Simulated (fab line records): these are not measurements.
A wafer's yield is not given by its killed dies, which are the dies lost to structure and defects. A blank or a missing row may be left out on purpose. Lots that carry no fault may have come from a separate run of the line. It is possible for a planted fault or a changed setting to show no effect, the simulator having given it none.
Matching of chambers | flow gf180mcu | 4 sister chambers for GF_V4_CMP_04 on cmp-01
The step polishes SiO2. 8 wafers are shown with their chamber, then 7 later ones without.

## WAFERS WITH THEIR CHAMBER
wafer  | chamber | motor_current_A (A) | head_pressure_psi (psi)
L808.4 | 0       | 10.0                | 4.002
L810.1 | 1       | 15.1                | 4.001
L812.1 | 1       | 14.8                | 4.017
L821.1 | 0       | 11.1                | 3.997
L821.3 | 3       | 12.0                | 3.993
L821.6 | 2       | 10.1                | 3.982
L823.2 | 2       | 10.8                | 3.990
L823.3 | 3       | 12.3                | 4.003

## WAFERS WITH NO CHAMBER GIVEN
wafer  | motor_current_A (A) | head_pressure_psi (psi)
L823.4 | 11.2                | 4.011
L826.1 | 11.9                | 3.987
L826.5 | 10.1                | 4.006
L826.6 | 12.3                | 3.984
L828.1 | 10.8                | 3.998
L828.5 | 14.3                | 4.006
L828.6 | 11.0                | 4.002

## EACH ONE'S CHAMBER
wafer  | from the rows above          | in truth
L823.4 | can't be placed: 0 or 3 or 2 | 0
L826.1 | can't be placed: 3 or 2 or 0 | 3
L826.5 | can't be placed: 0 or 2      | 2
L826.6 | can't be placed: 3 or 2      | 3
L828.1 | can't be placed: 0 or 2      | 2
L828.5 | 1                            | 1
L828.6 | can't be placed: 0 or 2 or 3 | 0
Correct placement for 1 of the 7. Can't be placed from these rows: 6 (the true chamber is among the candidates in 6). Number placed wrongly: 0.
How it was worked out, from the rows above alone: a wafer's distance from a chamber is the root of the sum, over the readings, of the square of ((its reading less the chamber's mean) divided by the reading's scatter). The wafer belongs to the nearest chamber; if the next one is less than 2 further off, it can't be placed. For every chamber, the mean is computed from those of its wafers that are shown. The scatter: take each reading less its chamber's mean, square it, sum over the shown wafers, divide by the number of wafers less the number of chambers, and take the root.
